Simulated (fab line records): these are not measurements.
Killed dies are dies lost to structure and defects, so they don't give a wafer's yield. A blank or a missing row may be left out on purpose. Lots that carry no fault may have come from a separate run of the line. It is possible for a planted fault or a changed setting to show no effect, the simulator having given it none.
A struck lot beside a sound one | flow gf180mcu | 14 out of 602 route steps
Sound: these wafers, L180.3, L180.4, L180.6. Wafers L188.1, L188.2, L188.4 were the ones struck. The cause is given at the end.
Per side, at each step with rows, come the tool, then ch with its chambers, and then its first start. Under that, the readings that differ: sound wafers | struck wafers | difference of the means | sigmas: that difference in standard deviations of wafers without a fault.
alike: readings whose means differ by less than 2 such deviations, and words and numbers that are the same on both sides. not compared: withheld readings, readings that some wafer has no value for, bounds like >300 that may hide the same value, and numbers for which the record gives no deviation and whose values overlap.
A row with sigmas, a row that says differs or no value, or rows on one side alone: a step with any of these is where the two part. When numbers do not overlap yet have no deviation, they are printed without sigmas and do not part them. Lack of a reading on every wafer of one side parts them only where that side has two or more wafers.

GF_M3_SPUTTER_00: material Ti, target thk 37.5 nm, time 150 s.
  sound on pvd_sputter-03, day 22 21:09; struck on pvd_sputter-03, day 25 07:38
  alike: throttle_valve_pct
GF_M3_SPUTTER_01: material TiN, target thk 30 nm, time 25 s.
  sound on pvd_sputter-03, day 22 21:16; struck on pvd_sputter-03, day 25 07:44
  alike: throttle_valve_pct
GF_M3_SPUTTER_02: material AlCu, target thk 450 nm, time 23.9 s.
  sound on pvd_sputter-03, day 22 21:17; struck on pvd_sputter-03, day 25 07:46
  alike: throttle_valve_pct
GF_M3_SPUTTER_03: material Ti, target thk 10 nm, time 6.7 s.
  sound on pvd_sputter-03, day 22 21:20; struck on pvd_sputter-03, day 25 07:47
  alike: throttle_valve_pct
GF_M3_SPUTTER_04: material TiN, target thk 50 nm, time 41.7 s.
  sound on pvd_sputter-03, day 22 21:21; struck on pvd_sputter-03, day 25 07:49
  alike: throttle_valve_pct
GF_M3_RS_MEAS_05: measures by four-point-probe.
  sound on film_metro-02, day 22 21:26; struck on film_metro-01, day 25 07:51
  alike: M3_ALCU_RS
GF_M3_THK_MEAS_06: measures by xrf.
  sound on film_metro-02, day 22 21:32; struck on film_metro-01, day 25 07:58
  alike: M3_ALCU_THK
then, 5 steps without rows for these wafers: GF_M3_DEHYDRATE_07 (time 60 s); GF_M3_HMDS_08 (prime time 60 s); GF_M3_COAT_09 (resist thk 1000 nm); GF_M3_SOFTBAKE_10 (time 60 s); GF_M3_EXPOSE_11 (exposes mask Metal3, target cd 280 nm).
GF_M3_PEB_12: peb time 90 s.
  sound on litho_track-03 ch 0, day 23 19:50; struck on litho_track-02, day 26 04:44
  no value came back on the struck wafers for chill_plate_temp_C (C), exhaust_pa (Pa); on the sound wafers chill_plate_temp_C (C) reads 23.07 23.13 23.02
then, 1 step without rows for these wafers: GF_M3_DEVELOP_13 (develop time 60 s).

## WHERE THEY PART
At GF_M3_PEB_12 and nowhere else, as far as this record goes.

WHY: what had been put in by the simulator
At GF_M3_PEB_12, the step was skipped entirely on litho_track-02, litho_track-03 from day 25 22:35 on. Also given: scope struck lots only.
